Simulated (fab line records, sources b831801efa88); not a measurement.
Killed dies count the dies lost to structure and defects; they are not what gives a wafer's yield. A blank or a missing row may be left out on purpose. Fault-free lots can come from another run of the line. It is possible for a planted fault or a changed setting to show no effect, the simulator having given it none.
fab line records	flow sky130
record: lots: 6	wafers: 18	last_day: 50
route steps=708 shown SONOS_ONO@176 GATE_OXIDE@187 POLY_GATE@204 PAD_OPEN@708
lots with no fault: from the same line, run without faults
start_h: hours from the record's first day to the start of the lot's first wafer shown	wait_h: how many hours have passed since the lot's step before this one	" identical to the entry in the row above	L1.1+2: a row that stands for several wafers	- value missing, or start not given	* or withheld: withheld	< > ~ a bound
route shown NAME@n: names a module that has steps shown in the file, with the first one's number in the route	usual: the fault-free wafers' mean and standard deviation	same: alike in all rows	chamber/n: place in a boat	sites: the reading at each site	_std_site: how widely they spread, as a standard deviation	_edge_site: outer sites' mean less inner sites'	radius_mm: how far each site lies from the wafer's centre	mask NAME#n: copy n	behind: the last tool/chamber to shape the wafer	hold: what put the lot on hold/how long, in hours/how the hold closed	device: transistor that didn't switch, given as n, p or np	end of line: the route-end tests of the same wafers	for a step that has no rows: nothing shown but its recipe	killed: at the first sort, the dies lost to defects and structure; wafer yield is something else	map: a wafer's dies, x killed, . not, _ none there
set.NAME: the setting the step ran with; set.NAME@STEP: the setting that earlier step ran with	model.NAME: the simulator's own value behind a step, which no gauge read
lots at some steps of the route; a table a step, a row a wafer
services: when a tool's chamber went out of use (start_h, in hours from the record's first day, below 0 if earlier), for how many hours, and the reason
== steps ==
step: SKY_SONOS_ONO_COAT_08
recipe: resist: NOVOLAK	spin_rpm: 3000	resist_thk_nm: 1140
step: SKY_SONOS_ONO_SOFTBAKE_09
recipe: temp_c: 90	time_s: 60	resist: NOVOLAK
step: SKY_SONOS_ONO_EXPOSE_10
recipe: mask_id: ONOM	target_cd_nm: 410	na: 0.6	source_shape: conventional	sigma_outer: 0.6	dose_mj: 150
step: SKY_SONOS_ONO_PEB_11
recipe: temp_c: withheld	time_s: *	resist: NOVOLAK
step: SKY_SONOS_ONO_DEVELOP_12
recipe: develop_time_s: 60	dev_temp_c: 23
step: SKY_SONOS_ONO_CD_MEAS_13
recipe: target_cd_nm: 410
usual: cd_nm: 409.3/2.3
lot.wafer	tool	chamber	start_h	wait_h	cd_nm
L941.2	cd_sem-02	-	283.92	0.1	406.0
L941.4	"	-	"	"	407.3
L941.6	"	-	"	"	405.4
L943.3	cd_sem-02	-	302.77	0.1	412.3
L943.4	"	-	"	"	411.2
L943.6	"	-	"	"	412.4
L956.1	cd_sem-01	-	411.59	0.1	410.6
L956.2	"	-	"	"	411.7
L956.6	"	-	"	"	412.6
L957.1	cd_sem-01	-	417.95	0.1	405.2
L957.2	"	-	"	"	409.0
L957.5	"	-	"	"	404.5
L959.1	cd_sem-01	-	428.14	0.1	408.4
L959.2	"	-	"	"	409.0
L959.6	"	-	"	"	412.4
L964.1	cd_sem-01	-	487.43	0.1	405.6
L964.2	"	-	"	"	406.7
L964.6	"	-	"	"	408.3
step: SKY_SONOS_ONO_OVL_MEAS_14
usual: SONOS_ONO_OVL: 0.4/1.4
lot.wafer	tool	chamber	start_h	wait_h	SONOS_ONO_OVL[nm]
L941.2	overlay-01	-	284.03	0.1	0.7
L941.4	"	-	"	"	-0.8
L941.6	"	-	"	"	-0.2
L943.3	overlay-02	-	302.86	0.1	-0.2
L943.4	"	-	"	"	1.6
L943.6	"	-	"	"	-1.7
L956.1	overlay-01	-	411.71	0.1	-0.4
L956.2	"	-	"	"	1.4
L956.6	"	-	"	"	0.4
L957.1	overlay-02	-	418.07	0.1	0.1
L957.2	"	-	"	"	0.2
L957.5	"	-	"	"	-0.7
L959.1	overlay-02	-	428.26	0.1	-0.8
L959.2	"	-	"	"	-1.2
L959.6	"	-	"	"	-2.0
L964.1	overlay-02	-	487.55	0.1	-1.5
L964.2	"	-	"	"	-0.5
L964.6	"	-	"	"	-1.6
step: SKY_SONOS_ONO_ETCH_15
recipe: target_depth_nm: 19.52	chemistry: CHF3/O2	source_w: 600	bias_w: 200	pressure_mtorr: 40	chf3_flow_sccm: 50	O2_flow_sccm: 5	time_s: 7.8
usual: drypump_motor_current_A: 5.9/0.57	oes_product_au: 1.003/0.013	throttle_valve_pct: 8.825/0.01
lot.wafer	tool	chamber	start_h	wait_h	drypump_motor_current_A	oes_product_au	rf_hours_counter_h	throttle_valve_pct
L941.2	rie_diel-01	1	284.06	0.0	6.5	1.003	9	8.816
L941.4	"	0	"	"	6.1	1.008	9	8.828
L941.6	"	3	"	"	5.4	0.994	-	8.818
L943.3	rie_diel-01	0	302.89	0.0	6.1	1.015	9	8.830
L943.4	"	1	"	"	6.5	1.013	-	8.832
L943.6	"	2	"	"	5.9	1.007	-	8.821
L956.1	rie_diel-02	0	411.75	0.0	6.2	1.002	59	8.820
L956.2	"	2	"	"	5.4	1.004	1	8.833
L956.6	"	3	"	"	6.6	1.017	-	8.823
L957.1	rie_diel-01	2	418.11	0.0	5.9	1.019	7	8.815
L957.2	"	1	"	"	6.5	1.014	11	8.832
L957.5	"	0	"	"	6.2	1.020	-	8.825
L959.1	rie_diel-04	3	428.30	0.0	5.2	0.990	2	8.806
L959.2	"	2	"	"	5.9	1.003	25	8.810
L959.6	"	2	"	"	5.9	1.006	-	8.818
L964.1	rie_diel-01	1	487.59	0.0	6.5	1.011	13	8.828
L964.2	"	3	"	"	5.4	1.016	33	8.813
L964.6	"	3	"	"	5.4	1.005	-	8.839
step: SKY_SONOS_ONO_WET_ETCH_16
recipe: chemistry: dHF	target_depth_nm: 14	dry: n2_spin	target: SiO2	dilution: 100:1	temp_c: 25	time_s: 280
step: SKY_SONOS_ONO_STRIP_17
recipe: chemistry: O2/N2	power_w: 1400	pressure_mtorr: 1500	platen_temp_c: withheld	o2_flow_sccm: 3000	n2_flow_sccm: 300	overash_fraction: 0.5
usual: drypump_motor_current_A: 6.10/0.21	oes_product_au: 0.710/0.0048	strip_time_to_endpoint_s: 14.11/0.035
lot.wafer	tool	chamber	start_h	wait_h	drypump_motor_current_A	oes_product_au	rf_hours_counter_h	strip_time_to_endpoint_s
L941.2	plasma_asher-03	0	284.17	0.0	5.72	0.704	15	14.09
L941.4	"	0	"	"	5.70	0.704	-	14.10
L941.6	"	1	"	"	6.19	0.711	-	14.11
L943.3	plasma_asher-03	1	303.03	0.0	6.16	0.717	-	14.10
L943.4	"	0	"	"	5.70	0.713	-	14.10
L943.6	"	1	"	"	6.15	0.712	-	14.07
L956.1	plasma_asher-03	0	411.86	0.0	5.71	0.714	27	14.11
L956.2	"	1	"	"	6.17	0.710	27	14.14
L956.6	"	0	"	"	5.72	0.708	-	14.04
L957.1	plasma_asher-03	0	418.21	0.0	5.70	0.713	27	14.15
L957.2	"	1	"	"	6.18	0.716	27	14.16
L957.5	"	1	"	"	6.19	0.704	-	14.11
L959.1	plasma_asher-02	0	428.40	0.0	6.06	0.696	64	14.13
L959.2	"	1	"	"	6.31	0.710	64	14.12
L959.6	"	1	"	"	6.32	0.715	-	14.13
L964.1	plasma_asher-04	0	487.69	0.0	6.23	0.706	5	14.06
L964.2	"	1	"	"	6.10	0.719	5	14.07
L964.6	"	0	"	"	6.22	0.705	-	14.13
step: SKY_SONOS_ONO_WET_ETCH_18
recipe: chemistry: H3PO4	target_depth_nm: 15	target: Si3N4	temp_c: 160	time_s: 172
step: SKY_GATE_OXIDE_CLEAN_00
recipe: chemistry: SC1/SC2	mix: 1:4:20	temp_c: 70	time_s: 150	dry: n2_spin
step: SKY_GATE_OXIDE_OXIDATION_01
recipe: temp_c: 900	ambient: O2	stabilise_s: 600	purge_s: 300	target_thk_a: 102.68	ox_time_s: 1473
usual: spike_tc_bottom_C: 917.9/1.4	spike_tc_centre_C: 900.8/1.1	spike_tc_lower_C: 900.7/1.1	spike_tc_upper_C: 901.8/1.1	zone_power_centre_pct: 18.68/0.24	zone_power_upper_pct: 19.6/0.37
same: purge_s: 300
lot.wafer	tool	chamber	start_h	wait_h	spike_tc_bottom_C	spike_tc_centre_C	spike_tc_lower_C	spike_tc_upper_C	zone_power_centre_pct	zone_power_upper_pct	model.SiO2_of_GATE_OXIDE_OXIDATION_01.thk_nm
L941.2	furnace-01	0	284.38	0.0	918.3	902.8	900.0	900.9	18.61	19.8	10.1
L941.4	"	0	"	"	917.1	900.8	902.3	902.8	18.61	20.1	10.5
L941.6	"	0	"	"	916.0	900.5	900.9	901.9	18.49	20.1	10.27
L943.3	furnace-02	0	305.41	2.2	918.4	900.2	898.1	901.3	18.93	19.3	10.53
L943.4	"	0	"	"	921.5	901.5	902.2	901.5	18.63	19.5	10.34
L943.6	"	0	"	"	917.6	898.4	900.7	902.2	18.81	19.3	10.33
L956.1	furnace-02	0	412.98	0.9	919.1	873.6	903.5	904.5	8.91	24.6	9.577
L956.2	"	0	"	"	917.4	872.7	904.4	904.9	8.82	24.6	9.485
L956.6	"	0	"	"	919.0	873.5	905.2	907.7	8.77	24.6	9.757
L957.1	furnace-01	0	418.42	0.0	918.9	900.9	901.1	902.0	18.39	20.0	10.29
L957.2	"	0	"	"	915.9	901.6	901.8	901.7	18.56	20.1	10.36
L957.5	"	0	"	"	917.8	900.7	901.9	903.3	18.81	19.8	10.27
L959.1	furnace-02	0	428.61	0.0	919.3	873.6	903.8	903.2	8.95	25.0	10.2
L959.2	"	0	"	"	917.8	871.3	903.9	904.8	8.95	24.9	10.08
L959.6	"	0	"	"	918.9	874.8	905.5	905.8	8.88	25.0	9.436
L964.1	furnace-01	0	487.90	0.0	918.4	901.1	901.3	902.6	18.51	20.1	10.38
L964.2	"	0	"	"	919.5	902.1	901.5	901.4	18.41	19.7	10.29
L964.6	"	0	"	"	914.1	900.2	901.4	904.0	18.23	19.9	10.51
step: SKY_GATE_OXIDE_THK_MEAS_02
recipe: reads: SiO2_of_GATE_OXIDE_OXIDATION_01
usual: GATE_OXIDE_OXIDATION_00_THK: 10.33/0.17
lot.wafer	tool	chamber	start_h	wait_h	GATE_OXIDE_OXIDATION_00_THK[nm]
L941.2	film_metro-01	-	285.80	0.0	10.08
L941.4	"	-	"	"	10.49
L941.6	"	-	"	"	10.26
L943.3	film_metro-04	-	306.84	0.0	10.55
L943.4	"	-	"	"	10.35
L943.6	"	-	"	"	10.32
L956.1	film_metro-04	-	414.39	0.0	9.65
L956.2	"	-	"	"	9.46
L956.6	"	-	"	"	9.73
L957.1	film_metro-01	-	419.83	0.0	10.30
L957.2	"	-	"	"	10.33
L957.5	"	-	"	"	10.25
L959.1	film_metro-03	-	430.02	0.0	10.25
L959.2	"	-	"	"	10.08
L959.6	"	-	"	"	9.47
L964.1	film_metro-04	-	489.31	0.0	10.42
L964.2	"	-	"	"	10.28
L964.6	"	-	"	"	10.47
step: SKY_GATE_OXIDE_DEHYDRATE_03
recipe: temp_c: 200	time_s: 60
step: SKY_GATE_OXIDE_HMDS_04
recipe: prime_time_s: 60	prime_temp_c: 120
step: SKY_GATE_OXIDE_COAT_05
recipe: resist: NOVOLAK	spin_rpm: 3000	resist_thk_nm: 1140
step: SKY_GATE_OXIDE_SOFTBAKE_06
recipe: temp_c: 90	time_s: 60	resist: NOVOLAK
step: SKY_GATE_OXIDE_EXPOSE_07
recipe: mask_id: LVOM	na: 0.6	source_shape: conventional	sigma_outer: 0.6	polarization: unpolarized	target_cd_nm: 600	dose_mj: 170
step: SKY_GATE_OXIDE_PEB_08
recipe: temp_c: withheld	time_s: *	resist: NOVOLAK
step: SKY_GATE_OXIDE_DEVELOP_09
recipe: resist: NOVOLAK	developer: TMAH	develop_time_s: 60	dev_temp_c: 23
step: SKY_GATE_OXIDE_OVL_MEAS_10
usual: GATE_OXIDE_OVL: 0.5/1.8
lot.wafer	tool	chamber	start_h	wait_h	GATE_OXIDE_OVL[nm]
L941.2	overlay-02	-	311.45	0.1	0.0
L941.4	"	-	"	"	-0.2
L941.6	"	-	"	"	1.7
L943.3	overlay-02	-	332.36	0.1	-1.9
L943.4	"	-	"	"	-2.3
L943.6	"	-	"	"	-0.7
L956.1	overlay-02	-	444.83	0.1	-0.9
L956.2	"	-	"	"	-1.5
L956.6	"	-	"	"	-3.5
L957.1	overlay-02	-	450.80	0.1	2.0
L957.2	"	-	"	"	1.8
L957.5	"	-	"	"	3.4
L959.1	overlay-02	-	460.68	0.1	3.3
L959.2	"	-	"	"	0.2
L959.6	"	-	"	"	0.8
L964.1	overlay-01	-	520.05	0.1	1.2
L964.2	"	-	"	"	1.4
L964.6	"	-	"	"	1.2
step: SKY_GATE_OXIDE_IMPLANT_11
recipe: species: B	energy_kev: 10	dose_cm2: 2.6e+12	tilt_deg: withheld
step: SKY_GATE_OXIDE_WET_ETCH_12
recipe: chemistry: dHF	target_depth_nm: 16.8	dry: n2_spin	target: SiO2	dilution: 100:1	temp_c: 25	time_s: 336
step: SKY_GATE_OXIDE_STRIP_13
recipe: chemistry: O2/N2	power_w: 1400	pressure_mtorr: 1500	platen_temp_c: withheld	o2_flow_sccm: 3000	n2_flow_sccm: 300	overash_fraction: 0.5
usual: drypump_motor_current_A: 6.05/0.26	oes_product_au: 0.716/0.0043	strip_time_to_endpoint_s: 14.18/0.039
lot.wafer	tool	chamber	start_h	wait_h	drypump_motor_current_A	oes_product_au	rf_hours_counter_h	strip_time_to_endpoint_s
L941.2	plasma_asher-01	0	311.74	0.0	5.82	0.721	62	14.15
L941.4	"	0	"	"	5.82	0.720	-	14.18
L941.6	"	0	"	"	5.79	0.718	-	14.15
L943.3	plasma_asher-02	0	332.68	0.0	6.07	0.716	-	14.18
L943.4	"	1	"	"	6.30	0.712	-	14.18
L943.6	"	0	"	"	6.05	0.722	-	14.14
L956.1	plasma_asher-02	1	445.12	0.0	6.37	0.716	66	14.18
L956.2	"	0	"	"	6.09	0.715	66	14.11
L956.6	"	1	"	"	6.31	0.712	-	14.15
L957.1	plasma_asher-03	1	451.10	0.0	6.19	0.714	31	14.19
L957.2	"	0	"	"	5.71	0.714	31	14.24
L957.5	"	0	"	"	5.72	0.715	-	14.19
L959.1	plasma_asher-03	0	460.97	0.0	5.71	0.717	32	14.18
L959.2	"	1	"	"	6.16	0.714	32	14.12
L959.6	"	0	"	"	5.70	0.721	-	14.14
L964.1	plasma_asher-03	0	520.35	0.0	5.72	0.715	38	14.19
L964.2	"	1	"	"	6.15	0.714	38	14.14
L964.6	"	1	"	"	6.14	0.716	-	14.04
step: SKY_GATE_OXIDE_TW_MEAS_14
usual: GATE_OXIDE_TW: 224.1/1.9
lot.wafer	tool	chamber	start_h	wait_h	GATE_OXIDE_TW
L941.2	film_metro-01	-	311.85	0.1	226.2
L941.4	"	-	"	"	226.2
L941.6	"	-	"	"	226.0
L943.3	film_metro-01	-	332.77	0.1	222.5
L943.4	"	-	"	"	223.9
L943.6	"	-	"	"	223.2
L956.1	film_metro-01	-	445.22	0.1	223.8
L956.2	"	-	"	"	223.2
L956.6	"	-	"	"	225.1
L957.1	film_metro-04	-	451.20	0.1	227.4
L957.2	"	-	"	"	226.5
L957.5	"	-	"	"	226.8
L959.1	film_metro-04	-	461.07	0.1	225.5
L959.2	"	-	"	"	227.5
L959.6	"	-	"	"	227.0
L964.1	film_metro-03	-	520.45	0.1	223.7
L964.2	"	-	"	"	222.3
L964.6	"	-	"	"	223.8
step: SKY_GATE_OXIDE_CLEAN_15
recipe: chemistry: SC1/SC2	mix: 1:4:20	temp_c: 70	time_s: 150	dry: n2_spin
step: SKY_GATE_OXIDE_OXIDATION_16
recipe: temp_c: 800	ambient: O2	idle_temp_c: 700	ramp_up_c_per_min: 10	ramp_down_c_per_min: 3	stabilise_s: 600	purge_s: 300	target_thk_a: 35.7	ox_time_s: 1915
usual: spike_tc_bottom_C: 818.9/1.4	spike_tc_centre_C: 800.8/1.1	spike_tc_lower_C: 800.7/0.96	spike_tc_upper_C: 801.8/1.1	zone_power_centre_pct: 14.68/0.19	zone_power_upper_pct: 15.25/0.27
same: purge_s: 300
lot.wafer	tool	chamber	start_h	wait_h	spike_tc_bottom_C	spike_tc_centre_C	spike_tc_lower_C	spike_tc_upper_C	zone_power_centre_pct	zone_power_upper_pct	model.SiO2_of_GATE_OXIDE_OXIDATION_01.thk_nm
L941.2	furnace-01	0	312.82	0.9	818.2	801.6	801.4	803.0	14.37	15.62	11.46
L941.4	"	0	"	"	817.9	800.4	802.5	802.2	14.79	15.72	11.81
L941.6	"	0	"	"	817.4	802.2	800.0	802.1	14.47	15.43	11.62
L943.3	furnace-02	0	332.97	0.1	820.9	801.3	799.9	801.4	14.88	15.34	11.86
L943.4	"	0	"	"	818.7	800.3	799.4	803.1	14.77	15.11	11.68
L943.6	"	0	"	"	820.6	801.2	800.0	801.5	14.93	15.05	11.7
L956.1	furnace-02	0	445.33	0.0	816.5	802.5	801.9	802.5	14.97	15.31	10.98
L956.2	"	0	"	"	820.4	799.7	799.0	802.8	14.79	14.84	10.94
L956.6	"	0	"	"	820.0	800.9	801.2	802.0	14.65	15.04	11.17
L957.1	furnace-01	0	451.42	0.1	818.0	801.7	799.3	802.5	14.67	15.70	11.71
L957.2	"	0	"	"	817.6	801.3	799.5	801.8	14.84	15.53	11.76
L957.5	"	0	"	"	818.2	798.5	800.5	802.6	14.72	15.46	11.66
L959.1	furnace-02	0	461.54	0.4	820.2	800.3	799.6	800.1	14.80	15.21	11.61
L959.2	"	0	"	"	820.5	799.6	801.7	802.8	14.62	15.21	11.5
L959.6	"	0	"	"	819.6	801.0	798.9	800.6	14.75	15.03	10.94
L964.1	furnace-01	0	520.56	0.0	818.9	800.7	801.2	802.9	14.65	15.70	11.73
L964.2	"	0	"	"	817.8	801.8	800.9	803.0	14.46	15.48	11.67
L964.6	"	0	"	"	817.7	799.8	801.0	802.3	14.50	15.54	11.87
step: SKY_POLY_GATE_CVD_00
recipe: material: poly-Si	target_thk_nm: 180	temp_c: 620	time_s: 720	pressure_mtorr: 200
step: SKY_PAD_OPEN_PROBE_99
usual: killed_at_M0_to_M3: 43/6.8	killed_at_M4_up: 3.3/2.1	killed_at_contacts: 24/5	killed_at_front_end: 15/4.4	killed_at_other: 0.3/0.57	killed_dies: 86/9.7	killed_open: 47/7.3	killed_short: 39/6.1
same: gross_dies: 492	killed_at_back_side: 0
lot.wafer	tool	chamber	start_h	wait_h	killed_at_M0_to_M3	killed_at_M4_up	killed_at_contacts	killed_at_front_end	killed_at_other	killed_dies	killed_open	killed_short	model.etest.nfet_16v.r_on_ohm_um	model.etest.tip_sonos.rs_ohm_sq	model.etest.pfet_g5v0d10v5.r_on_ohm_um	model.etest.nfet_g5v0d10v5.r_on_ohm_um	model.etest.nfet_g5v0d10v5.drive_ua_um	model.etest.nfet_05v0_nvt.drive_ua_um	model.etest.pfet_g5v0d10v5.drive_ua_um	model.etest.nfet_16v.drive_ua_um
L941.2	prober-02	-	1078.57	0.1	40	5	32	12	0	89	55	34	1.379e+04	2623	4700	1871	614.9	578	343.7	227.9
L941.4	prober-02	-	1078.67	0.2	22	3	26	23	0	74	45	29	1.395e+04	2664	4798	1898	591.1	568.4	336.3	220.7
L941.6	prober-02	-	1078.77	0.2	46	2	16	24	0	88	46	42	1.382e+04	2656	4737	1863	604.5	579	338.3	227.9
L943.3	prober-02	-	1093.77	0.2	41	8	17	15	1	82	37	45	1.411e+04	2722	4688	1910	595.4	569.1	346.7	216.8
L943.4	prober-02	-	1093.82	0.2	40	4	25	16	0	85	45	39	1.421e+04	2680	4645	1893	601.6	571	355.1	220.1
L943.6	prober-02	-	1093.92	0.2	35	3	24	18	0	80	41	39	1.415e+04	2675	4686	1884	597.9	574.1	346.5	221.4
L956.1	prober-01	-	1169.18	0.1	49	2	15	14	0	80	43	37	1.332e+04	2584	4637	1804	642.3	611.3	357.7	243
L956.2	prober-01	-	1169.23	0.1	51	1	23	7	1	83	51	31	1.342e+04	2532	4582	1787	651.2	622.2	360	241.4
L956.6	prober-01	-	1169.43	0.2	46	2	19	17	0	84	52	32	1.352e+04	2592	4691	1854	631.3	601.5	349.1	236.2
L957.1	prober-02	-	1175.36	0.1	48	2	30	10	0	90	52	38	1.393e+04	2661	4876	1902	601.2	571.9	332.7	221.9
L957.2	prober-02	-	1175.41	0.1	39	5	20	16	0	80	42	38	1.395e+04	2667	4816	1886	603.6	568.3	335.3	221.5
L957.5	prober-02	-	1175.56	0.2	57	3	22	20	0	102	54	48	1.386e+04	2635	4878	1926	602.8	575.6	332.4	223.2
L959.1	prober-02	-	1176.86	0.1	39	2	21	10	0	72	37	33	1.412e+04	2598	4672	1875	610.2	576.9	348.7	222.1
L959.2	prober-02	-	1176.91	0.1	43	2	21	10	0	76	40	34	1.403e+04	2560	4682	1875	611.9	581.4	349.9	226.5
L959.6	prober-02	-	1177.11	0.2	40	6	27	9	0	82	51	31	1.382e+04	2440	4521	1806	641	610.8	364.2	237.2
L964.1	prober-01	-	1206.46	0.1	42	2	19	22	0	85	41	43	1.403e+04	2655	4773	1907	599	573.3	339.1	224
L964.2	prober-01	-	1206.51	0.1	43	1	31	17	0	92	47	43	1.387e+04	2590	4788	1870	603.3	577.5	338.6	223.4
L964.6	prober-01	-	1206.71	0.2	38	0	26	21	1	86	47	38	1.398e+04	2671	4835	1886	596	566.5	332.5	220.2
killed by level:class
L941.2 CONTACT:geometric_particle:open=12 VIA2:geometric_particle:open=11 VIA1:geometric_particle:open=10 LI_CONTACT:geometric_particle:open=8 FIELD_ISO:geometric_particle:short=6 METAL4:geometric_particle:short=5 METAL1:geometric_particle:short=5 CONTACT:geometric_particle:short=4
L941.4 CONTACT:geometric_particle:open=10 POLY_GATE:geometric_particle:open=6 LI_CONTACT:geometric_particle:open=6 POLY_GATE:geometric_particle:short=5 VIA3:geometric_particle:open=5 FIELD_ISO:geometric_particle:open=4 LOCAL_INTERCONNECT:geometric_particle:short=4 VIA1:geometric_particle:open=4
L941.6 VIA1:geometric_particle:open=10 VIA3:geometric_particle:open=9 FIELD_ISO:geometric_particle:short=8 LI_CONTACT:geometric_particle:open=6 FIELD_ISO:geometric_particle:open=5 POLY_GATE:geometric_particle:open=5 POLY_GATE:geometric_particle:short=5 CONTACT:geometric_particle:open=5
L943.3 CONTACT:geometric_particle:short=9 VIA1:geometric_particle:open=9 FIELD_ISO:geometric_particle:open=6 METAL4:geometric_particle:short=6 METAL3:geometric_particle:short=6 VIA3:geometric_particle:open=6 POLY_GATE:geometric_particle:short=4 CONTACT:geometric_particle:open=4
L943.4 CONTACT:geometric_particle:open=8 VIA1:geometric_particle:open=8 VIA3:geometric_particle:open=8 LI_CONTACT:geometric_particle:open=6 CONTACT:geometric_particle:short=5 METAL1:geometric_particle:short=5 VIA1:geometric_particle:short=5 POLY_GATE:geometric_particle:short=4
L943.6 CONTACT:geometric_particle:open=9 VIA1:geometric_particle:short=7 VIA1:geometric_particle:open=7 FIELD_ISO:geometric_particle:open=6 VIA2:geometric_particle:open=6 LI_CONTACT:geometric_particle:open=5 CONTACT:geometric_particle:short=5 POLY_GATE:geometric_particle:short=4
L956.1 VIA2:geometric_particle:open=10 VIA1:geometric_particle:open=8 METAL1:geometric_particle:short=6 VIA1:geometric_particle:short=6 VIA3:geometric_particle:open=6 LI_CONTACT:geometric_particle:open=5 CONTACT:geometric_particle:open=5 METAL2:geometric_particle:short=5
L956.2 VIA1:geometric_particle:open=16 CONTACT:geometric_particle:open=11 VIA2:geometric_particle:open=8 VIA1:geometric_particle:short=7 METAL2:geometric_particle:short=6 CONTACT:geometric_particle:short=5 VIA3:geometric_particle:open=5 LI_CONTACT:geometric_particle:open=4
L956.6 VIA1:geometric_particle:open=14 CONTACT:geometric_particle:open=10 POLY_GATE:geometric_particle:open=7 VIA1:geometric_particle:short=7 VIA3:geometric_particle:open=7 METAL1:geometric_particle:short=5 FIELD_ISO:geometric_particle:short=3 LI_CONTACT:geometric_particle:open=3
L957.1 VIA1:geometric_particle:open=15 VIA3:geometric_particle:open=11 LI_CONTACT:geometric_particle:open=8 CONTACT:geometric_particle:open=7 VIA3:geometric_particle:short=7 CONTACT:geometric_particle:short=6 LOCAL_INTERCONNECT:geometric_particle:short=5 POLY_GATE:geometric_particle:short=3
L957.2 FIELD_ISO:geometric_particle:open=7 VIA3:geometric_particle:open=7 CONTACT:geometric_particle:open=6 METAL3:geometric_particle:short=5 LI_CONTACT:geometric_particle:open=5 VIA1:geometric_particle:open=5 VIA1:geometric_particle:short=5 POLY_GATE:geometric_particle:open=4
L957.5 VIA1:geometric_particle:open=11 VIA3:geometric_particle:open=10 METAL1:geometric_particle:short=9 VIA2:geometric_particle:open=9 METAL2:geometric_particle:short=6 LI_CONTACT:geometric_particle:open=5 CONTACT:geometric_particle:open=5 VIA1:geometric_particle:short=5
L959.1 VIA1:geometric_particle:open=8 CONTACT:geometric_particle:open=6 METAL2:geometric_particle:short=6 VIA2:geometric_particle:open=6 VIA3:geometric_particle:open=6 CONTACT:geometric_particle:short=5 FIELD_ISO:geometric_particle:open=4 LI_CONTACT:geometric_particle:open=4
L959.2 CONTACT:geometric_particle:open=13 VIA1:geometric_particle:open=8 VIA2:geometric_particle:open=6 METAL3:geometric_particle:short=6 VIA3:geometric_particle:open=6 METAL1:geometric_particle:short=5 FIELD_ISO:geometric_particle:short=4 CONTACT:geometric_particle:short=3
L959.6 VIA1:geometric_particle:open=14 LI_CONTACT:geometric_particle:open=12 CONTACT:geometric_particle:short=6 CONTACT:geometric_particle:open=5 VIA3:geometric_particle:open=5 VIA1:geometric_particle:short=4 FIELD_ISO:geometric_particle:open=4 METAL1:geometric_particle:short=4
L964.1 VIA3:geometric_particle:open=9 CONTACT:geometric_particle:open=9 METAL1:geometric_particle:short=9 FIELD_ISO:geometric_particle:short=8 VIA1:geometric_particle:open=6 VIA2:geometric_particle:open=6 POLY_GATE:geometric_particle:short=5 POLY_GATE:geometric_particle:open=5
L964.2 CONTACT:geometric_particle:open=13 CONTACT:geometric_particle:short=9 VIA1:geometric_particle:open=8 FIELD_ISO:geometric_particle:short=7 VIA3:geometric_particle:short=6 LI_CONTACT:geometric_particle:open=6 VIA2:geometric_particle:open=6 METAL1:geometric_particle:short=5
L964.6 LI_CONTACT:geometric_particle:open=9 VIA1:geometric_particle:open=9 CONTACT:geometric_particle:open=7 VIA2:geometric_particle:short=6 VIA3:geometric_particle:open=5 METAL1:geometric_particle:short=5 POLY_GATE:geometric_particle:open=4 LOCAL_INTERCONNECT:geometric_particle:short=4
== services ==
tool	chamber	start_h	hours	kind
rie_diel-01	2	291.94	5.5	repair
rie_diel-02	0	292.04	5.2	repair
furnace-02	-	298.46	3.9	pm
rie_diel-01	3	301.54	4.8	repair
rie_diel-01	3	314.36	4.6	repair
rie_diel-02	3	314.55	7.2	repair
plasma_asher-04	-	342.92	3.4	repair
plasma_asher-04	-	346.48	14.6	pm
rie_diel-02	0	353.46	2.4	repair
furnace-01	-	367.70	3.7	pm
plasma_asher-03	-	373.65	14.6	pm
rie_diel-04	3	381.19	11.3	repair
rie_diel-01	-	413.18	2.8	pm
plasma_asher-04	-	421.25	9.0	pm
rie_diel-01	2	435.89	7.2	repair
rie_diel-01	0	442.65	9.2	repair
furnace-02	-	465.83	3.2	pm
plasma_asher-04	-	471.61	11.1	repair
plasma_asher-01	-	473.88	1.2	repair
plasma_asher-01	-	491.65	4.8	repair
rie_diel-01	-	494.05	0.4	repair
furnace-01	-	501.24	3.8	pm
furnace-02	-	505.72	3.4	pm
furnace-02	-	512.32	3.8	pm
== key ==
first_sign: step: SKY_GATE_OXIDE_OXIDATION_01	reading: zone_power_centre_pct	direction: down	sigmas: 40	usual: 18.68	struck: 8.88
effect: step: SKY_GATE_OXIDE_OXIDATION_01	reading: spike_tc_centre_C	direction: down	sigmas: 26	usual: 900.8	struck: 873.2
effect: step: SKY_GATE_OXIDE_THK_MEAS_02	reading: GATE_OXIDE_OXIDATION_00_THK	direction: down	sigmas: 3.3	usual: 10.33	struck: 9.77	wafers_moved: 4
model_effect: step: SKY_GATE_OXIDE_OXIDATION_01	value: SiO2_of_GATE_OXIDE_OXIDATION_01.thk_nm	without: 10.55	struck: 9.755
model_effect: step: SKY_GATE_OXIDE_OXIDATION_16	value: SiO2_of_GATE_OXIDE_OXIDATION_01.thk_nm	without: 11.92	struck: 11.19
model_effect: step: SKY_PAD_OPEN_PROBE_99	value: etest.nfet_16v.r_on_ohm_um	without: 1.412e+04	struck: 1.37e+04
met_at SKY_GATE_OXIDE_OXIDATION_01
struck_wafers L956.1,L956.2,L956.6,L959.1,L959.2,L959.6
tester_left_out L956,L959
onset_between 305.41 412.98
fault: kind: process_parameter_drift	tool: furnace-02	chamber: -	onset_h: 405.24	steps: SKY_GATE_OXIDE_OXIDATION_01	channel: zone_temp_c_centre	offset: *	shape: step	end_h: 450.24
tester_left_out: of these lots the tester's yield and bins aren't shown, on N5 and GAA mostly nor the transistor test; their killed dies are dies lost to structure and defects alone, not to doping, threshold or leakage, so they don't give the yield
